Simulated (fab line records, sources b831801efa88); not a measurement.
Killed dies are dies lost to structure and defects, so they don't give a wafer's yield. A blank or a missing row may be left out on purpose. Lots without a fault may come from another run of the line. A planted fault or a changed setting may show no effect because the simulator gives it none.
A struck lot beside a sound one | flow sky130 | 16 steps out of a route of 708
Sound: wafers L850.1, L850.4, L850.6. Struck: wafer L860.5. (L860.1, L860.3 of the same lot were not struck and are left out.) The cause comes at the end.
At each step with rows: each side's tool, then ch and its chambers, then its first start. Under that, the readings that differ: sound wafers | struck wafers | difference of the means | sigmas: that difference in standard deviations of wafers without a fault.
alike: readings whose means differ by less than 2 such deviations, and words and numbers that are the same on both sides. not compared: withheld readings, readings that some wafer has no value for, bounds like >300 that may hide the same value, and numbers for which the record gives no deviation and whose values overlap.
The two part at a step that has a row with sigmas, a row that says differs or no value, or rows on one side only. Numbers that don't overlap but have no deviation are shown without sigmas and don't part them. A reading that every wafer of one side lacks parts them only if that side has two wafers or more.

first, 3 steps without rows for these wafers: SKY_METAL1_EXPOSE_12 (exposes mask MM1, target cd 140 nm); SKY_METAL1_PEB_13; SKY_METAL1_DEVELOP_14 (develop time 60 s).
SKY_METAL1_CD_MEAS_15: target cd 140 nm.
  sound on cd_sem-01, day 33 00:23; struck on cd_sem-01, day 36 16:03
  alike: cd_nm
SKY_METAL1_OVL_MEAS_16:
  sound on overlay-02, day 33 00:31; struck on overlay-02, day 36 16:10
  alike: METAL1_OVL
SKY_METAL1_DESCUM_17: chemistry O2, time 8 s.
  sound on rie_metal-02 ch 0, day 33 00:33; struck on rie_metal-04 ch 1, day 36 16:13
  alike: drypump_motor_current_A, oes_product_au
  not compared: rf_hours_counter_h
SKY_METAL1_ETCH_18: etches BARC in N2/H2, stops on SiO2, time 45.9 s, target depth 60 nm.
  sound on rie_metal-02 ch 0, day 33 00:35; struck on rie_metal-04 ch 1, day 36 16:14
  reading                | sound                | struck | difference | sigmas
  throttle_valve_pct (%) | 13.204 13.241 13.224 | 13.254 | +0.031     | +3
  alike: drypump_motor_current_A, oes_product_au
  not compared: rf_hours_counter_h
SKY_METAL1_METAL_ETCH_19: etches the open film in Cl2/BCl3, stops on SiO2, target depth 360 nm, time 78 s.
  sound on rie_metal-02 ch 0, day 33 00:38; struck on rie_metal-04 ch 1, day 36 16:18
  reading                | sound                | struck | difference | sigmas
  throttle_valve_pct (%) | 22.265 22.261 22.271 | 22.245 | -0.021     | -2
  alike: drypump_motor_current_A, oes_product_au
  not compared: rf_hours_counter_h
SKY_METAL1_STRIP_20: strips in O2/N2.
  sound on plasma_asher-03 ch 1, day 33 00:44; struck on plasma_asher-04 ch 1, day 36 16:23
  alike: drypump_motor_current_A, oes_product_au, strip_time_to_endpoint_s
  not compared: rf_hours_counter_h
then, 3 steps without rows for these wafers: SKY_METAL1_STRIP_21 (strips in post etch residue remover, time 1200 s); SKY_METAL1_CLEAN_22 (cleans in IPA, time 180 s); SKY_METAL1_CLEAN_23 (cleans in O3/DIW).
SKY_VIA1_HDPCVD_00: deposits SiO2, target thk 1030 nm, time 171.7 s.
  sound on hdpcvd-01 ch 0,1, day 33 01:19; struck on hdpcvd-01 ch 1, day 36 17:02
  reading                                  | sound          | struck | difference | sigmas
  model.SiO2_of_VIA1_HDPCVD_00.thk_nm (nm) | 1030 1039 1035 | 1659   | +624       |
SKY_VIA1_THK_MEAS_01:
  sound on film_metro-02, day 33 01:26; struck on film_metro-03, day 36 17:25
  reading              | sound          | struck | difference | sigmas
  VIA1_HDPCVD_THK (nm) | 1029 1039 1035 | 1659   | +625       | +62
  not compared: hold
SKY_VIA1_CMP_02: polishes SiO2.
  sound on cmp-02 ch 1,2, day 33 01:29; struck on cmp-02 ch 1, day 36 20:03
  reading                 | sound             | struck                   | difference                   | sigmas
  hold                    | - - -             | await_dispo/2.5h/release | no value on the sound wafers |
  edge_zone_pressure_frac | 0.996 0.991 0.999 | 1.007                    | +0.012                       | +2
  alike: head_pressure_psi, motor_current_A, platen_rpm
SKY_PAD_OPEN_PROBE_99:
  the record has rows for the sound wafers here (prober-02, day 45 19:43) and none for the struck ones

WHERE THEY PART
First at SKY_METAL1_ETCH_18; last, within this record, at SKY_PAD_OPEN_PROBE_99.

WHY: what the simulator had put in
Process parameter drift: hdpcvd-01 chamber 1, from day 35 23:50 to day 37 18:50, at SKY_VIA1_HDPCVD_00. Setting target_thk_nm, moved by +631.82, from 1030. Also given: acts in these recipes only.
